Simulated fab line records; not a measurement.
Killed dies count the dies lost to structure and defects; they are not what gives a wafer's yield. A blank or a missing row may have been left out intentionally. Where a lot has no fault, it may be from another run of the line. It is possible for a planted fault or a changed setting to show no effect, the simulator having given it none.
The tool behind it: which one? || flow sky130 || 6 lots, 18 wafers sampled, at 2 steps of a route of 708

== WHAT THE GAUGES SHOWED, per wafer ==
SKY_NWELL_OVL_MEAS_23.
{"lot": "L643", "measured": "day 6 11:32", "on": "overlay-02", "NWELL_01_OVL (nm)": "2.3 2.9 3.3"}
{"lot": "L645", "measured": "day 6 22:52", "on": "overlay-01", "NWELL_01_OVL (nm)": "0.0 0.6 -0.2"}
{"lot": "L649", "measured": "day 8 02:44", "on": "overlay-02", "NWELL_01_OVL (nm)": "-0.1 -0.7 0.8"}
{"lot": "L651", "measured": "day 8 14:49", "on": "overlay-01", "NWELL_01_OVL (nm)": "1.9 1.6 1.5"}
{"lot": "L657", "measured": "day 9 23:59", "on": "overlay-02", "NWELL_01_OVL (nm)": "-1.0 0.6 -0.7"}
{"lot": "L660", "measured": "day 10 13:07", "on": "overlay-01", "NWELL_01_OVL (nm)": "1.1 0.7 3.0"}

== WHICH TOOL RAN EACH LOT (tool, then ch and the chambers of the sampled wafers, then the start) ==
{"lot": "L643", "SKY_NWELL_COAT_18": "litho_track-04 ch 0, day 6 02:40"}
{"lot": "L645", "SKY_NWELL_COAT_18": "litho_track-03 ch 0, day 6 13:41"}
{"lot": "L649", "SKY_NWELL_COAT_18": "litho_track-03 ch 0, day 7 16:04"}
{"lot": "L651", "SKY_NWELL_COAT_18": "litho_track-03 ch 0, day 8 03:44"}
{"lot": "L657", "SKY_NWELL_COAT_18": "litho_track-04 ch 0, day 9 13:04"}
{"lot": "L660", "SKY_NWELL_COAT_18": "litho_track-02 ch 0, day 10 02:28"}
- SKY_NWELL_COAT_18: resist thk 3000 nm.

== THE ANSWER, worked out from the rows above alone ==
Rule: the usual values come from the lots themselves. Put in order of their means at a reading, lots are off if they are a third of the lots or fewer, leave a main group of 4 or more, and stand apart from it by a gap of 3 or more times the standard deviation of the main group's means; of several such gaps the widest counts. A main group whose means are all the same, to the digits that the tables above print for the reading, isn't used. Also off: a lot with no number at a reading for which 4 or more lots have one. Any other lot the step has rows for is counted as sound.
Across all readings shown, no lot is off: no conclusion can be drawn from this.

== WHAT THE SIMULATOR PUT IN ==
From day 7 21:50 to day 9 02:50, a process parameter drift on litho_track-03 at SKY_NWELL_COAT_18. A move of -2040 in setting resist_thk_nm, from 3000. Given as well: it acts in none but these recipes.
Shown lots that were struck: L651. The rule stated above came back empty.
